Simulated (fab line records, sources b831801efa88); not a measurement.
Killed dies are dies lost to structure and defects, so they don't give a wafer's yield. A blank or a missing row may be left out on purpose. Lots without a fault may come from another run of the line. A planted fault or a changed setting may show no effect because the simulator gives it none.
One fault seen from 2 desks | flow sky130 | each desk has only its own numbers; what lay behind them comes last

THE METROLOGY DESK
What the gauges read, lot by lot, whatever tool the lot ran on: means of the sampled wafers that have a number. A lot is out of limits, marked OUT, if its mean lies more than 4 standard deviations from the usual mean; the brackets give that distance.
Columns: A = VIA2_BOW at SKY_VIA2_BOW_MEAS_03, usual 85 um; B = cd_nm at SKY_VIA2_CD_MEAS_12, usual 199.6 nm; C = VIA2_OVL at SKY_VIA2_OVL_MEAS_13, usual 3 nm
lot  | first seen here | A  | B     | C
L111 | day 36 13:17    | 87 | 199.7 | -7
L113 | day 37 03:19    | 80 | 198.2 | 2
L126 | day 41 06:37    | 87 | 199.1 | 5
L125 | day 41 13:16    | 90 | 196.8 | 4
L128 | day 41 16:53    | 94 | 202.0 | 4
This desk's finding: nothing out of limits on any of the 5 lots.

THE TOOL OWNER'S DESK: rie_diel-01
The tool's own readings at SKY_VIA2_ETCH_14 (etches BARC in N2/H2, stops on SiO2, time 45.9 s, target depth 60 nm): means of the sampled wafers that have a number, for each lot that ran on this tool. A lot is out of limits, marked OUT, if its mean lies more than 4 standard deviations from the usual mean; the brackets give that distance.
Columns: A = drypump_motor_current_A at SKY_VIA2_ETCH_14, usual 5.8 A; B = oes_product_au at SKY_VIA2_ETCH_14, usual 0.854 a.u.; C = throttle_valve_pct at SKY_VIA2_ETCH_14, usual 13.224 %
lot  | first seen here | A   | B     | C
L111 | day 37 15:36    | 6.3 | 0.854 | 13.229
L125 | day 42 13:21    | 5.8 | 0.855 | 13.220
This desk's finding: nothing out of limits on any of the 2 lots.

PUT TOGETHER
The metrology desk saw nothing out of limits.
The tool owner's desk saw nothing out of limits.

WHAT THE SIMULATOR HAD PUT IN
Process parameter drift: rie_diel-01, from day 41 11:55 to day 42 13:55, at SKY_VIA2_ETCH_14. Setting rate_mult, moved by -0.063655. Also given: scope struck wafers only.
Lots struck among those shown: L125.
